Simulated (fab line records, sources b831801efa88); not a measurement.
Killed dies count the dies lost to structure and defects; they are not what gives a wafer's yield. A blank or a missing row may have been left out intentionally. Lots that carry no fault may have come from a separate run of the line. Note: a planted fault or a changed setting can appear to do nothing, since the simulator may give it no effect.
Code-filled problem report in 8D (eight disciplines) form	flow sky130	the parts of the form that need people (team, actions taken, sign-off) are left out

1. WHAT WENT WRONG
strip-time-to-endpoint-s at SKY_METAL4_STRIP_19 reads a mean of 7.22 s on 3 wafers of 3 lots; wafers without a fault read 6.59 s with a standard deviation of 0.091. Relative to the usual mean, that is a shift of +6.9 standard deviations.
The step: strips in O2/N2.
First seen on wafer L885.4, day 44 21:18, on plasma-asher-03. The record holds 41 wafers of 14 lots with a number at this step. The rule behind "out" and "out of limits": a value lying over 4 standard deviations away from the usual mean. The rest of the wafers with a number are treated as sound.

2. WHAT THIS IS AND IS NOT
question	is	is not
which readings at this step	strip-time-to-endpoint-s	drypump-motor-current-A
which lots	L885, L886, L887	L876, L877, L878, L888, L889, L890, L892, L895, L896, L898, L899
which wafers of those lots	L885.4, L886.4, L887.4	L885.2, L885.5, L886.1, L887.3, L887.5
read on which tools	plasma-asher-01, plasma-asher-03	plasma-asher-02
when	from day 44 21:18	up to then (11 sound wafers); but 27 sound wafers of L886, L887, L888, L889, L890, L892, L895, L896, L898, L899 came after

3. WHAT RULES OUT EACH SUSPECT
Counting: any tool at a process step up to the reading remains a suspect provided it ran every lot that is out. Sound lots after the first of them don't rule it out here, since some wafers of a struck lot are sound.
- litho-track-04 at SKY_METAL4_COAT_08 (resist thk 1140 nm): kept. It ran every lot that is out, first L885 (day 44 09:00); its last sound lot up to then is L878 (day 42 18:00).
Left after counting: litho-track-04 at SKY_METAL4_COAT_08.

4. THE CAUSE (what the simulator had put in)
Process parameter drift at SKY_METAL4_COAT_08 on litho-track-04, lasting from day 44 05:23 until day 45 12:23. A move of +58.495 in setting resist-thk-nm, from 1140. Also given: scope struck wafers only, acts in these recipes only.
This tool alone remained once counting was done.

5. SEQUENCE OF EFFECTS, ordered by route
Each row: a reading where the mean over the struck wafers with a number is more than 3 standard deviations away from the usual. Only readings for which the record gives a usual standard deviation are gone through. hours: the time from each lot's start at the first step in this table that gives one to its start at this step, as a median over the lots. sigmas: the change in usual standard deviations.
hours	step	reading	usual	on struck wafers	change	sigmas
0	SKY_METAL4_STRIP_19	oes-product-au	0.505 a.u.	0.528	+0.023	+4.0
0	SKY_METAL4_STRIP_19	strip-time-to-endpoint-s	6.59 s	7.22	+0.63	+6.9
It contains these process steps:
- SKY_METAL4_STRIP_19: strips in O2/N2.

6. HOW IT WOULD HAVE BEEN CAUGHT EARLIER
In this record the first reading out of limits was taken at day 44 21:18, 16 hours after the fault began at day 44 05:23.
Tool readings at SKY_METAL4_COAT_08 with a usual standard deviation given in the record: none out on any struck wafer, hence no alarm at a limit of 4 standard deviations on them.
By day 44 21:18 the whole set of lots that are out, 3 in number, had already begun SKY_METAL4_COAT_08 on litho-track-04. A hold on the tool at that time would have spared none of them.
